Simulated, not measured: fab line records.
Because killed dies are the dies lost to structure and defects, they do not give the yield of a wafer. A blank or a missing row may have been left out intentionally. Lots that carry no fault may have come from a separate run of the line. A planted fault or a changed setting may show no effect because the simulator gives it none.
Chamber matching | flow sky130 | SKY_CONTACT_CMP_04 on cmp-01 has 4 sister chambers
The step polishes SiO2. 16 wafers are shown with their chamber, then 8 later ones without.

EACH WAFER AND ITS CHAMBER
wafer  | chamber | motor-current-A (A) | retaining-ring-pressure-frac | time-to-endpoint-s (s)
L941.2 | 2       | 11.9                | 0.999                        | 84
L941.4 | 0       | 13.5                | 1.001                        | 83
L941.5 | 1       | 11.7                | 1.002                        | 86
L942.1 | 1       | 11.5                | 0.992                        | 85
L942.4 | 0       | 13.6                | 0.995                        | 88
L942.5 | 2       | 11.6                | 0.997                        | 83
L953.4 | 1       | 11.9                | 0.992                        | 79
L953.5 | 3       | 12.5                | 1.003                        | 83
L953.6 | 0       | 13.6                | 1.000                        | 88
L954.1 | 2       | 11.9                | 0.996                        | 79
L954.5 | 3       | 13.4                | 1.007                        | 77
L954.6 | 2       | 11.2                | 0.986                        | 81
L955.2 | 2       | 11.3                | 1.001                        | 77
L955.4 | 0       | 14.0                | 0.994                        | 82
L955.5 | 0       | 14.9                | 1.002                        | 82
L957.1 | 0       | 13.4                | 1.001                        | 81

SIGNATURES (means of the wafers above)
reading                      | chamber 0 | chamber 1 | chamber 2 | chamber 3 | scatter within a chamber
motor-current-A              | 13.833    | 11.700    | 11.580    | 12.950    | 0.455
retaining-ring-pressure-frac | 0.99883   | 0.99533   | 0.99580   | 1.00500   | 0.00473
time-to-endpoint-s           | 84.00     | 83.33     | 80.80     | 80.00     | 3.28
Rule: for a wafer and a chamber, the distance is found by dividing, reading by reading, the gap between the wafer's reading and the chamber's mean by the reading's scatter, squaring, summing and taking the root. The wafer belongs to the nearest chamber; if the next one is less than 2 further off, it can't be placed. The scatter: take each reading less its chamber's mean, square it, sum over the shown wafers, divide by the number of wafers less the number of chambers, and take the root.

WAFERS MISSING THEIR CHAMBER
wafer  | motor-current-A (A) | retaining-ring-pressure-frac | time-to-endpoint-s (s)
L957.3 | 12.4                | 0.997                        | 81
L957.5 | 13.4                | 0.995                        | 74
L962.1 | 11.6                | 1.003                        | 77
L962.3 | 12.1                | 1.005                        | 77
L962.5 | 13.2                | 1.003                        | 75
L960.1 | 13.0                | 1.001                        | 78
L960.4 | 11.5                | 0.992                        | 84
L960.5 | 11.6                | 0.991                        | 83

EACH ONE'S CHAMBER
wafer  | from the rows above               | in truth
L957.3 | can't be placed: 1 or 2 or 3 or 0 | 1
L957.5 | can't be placed: 3 or 0 or 2 or 1 | 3
L962.1 | can't be placed: 2 or 1 or 3      | 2
L962.3 | can't be placed: 3 or 2 or 1      | 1
L962.5 | can't be placed: 3 or 0           | 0
L960.1 | can't be placed: 3 or 0           | 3
L960.4 | can't be placed: 1 or 2           | 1
L960.5 | can't be placed: 1 or 2           | 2
0 of 8 placed correctly. Cannot be placed on the basis of these rows: 8; the candidates contain the true chamber in 8. Wrongly placed: 0.
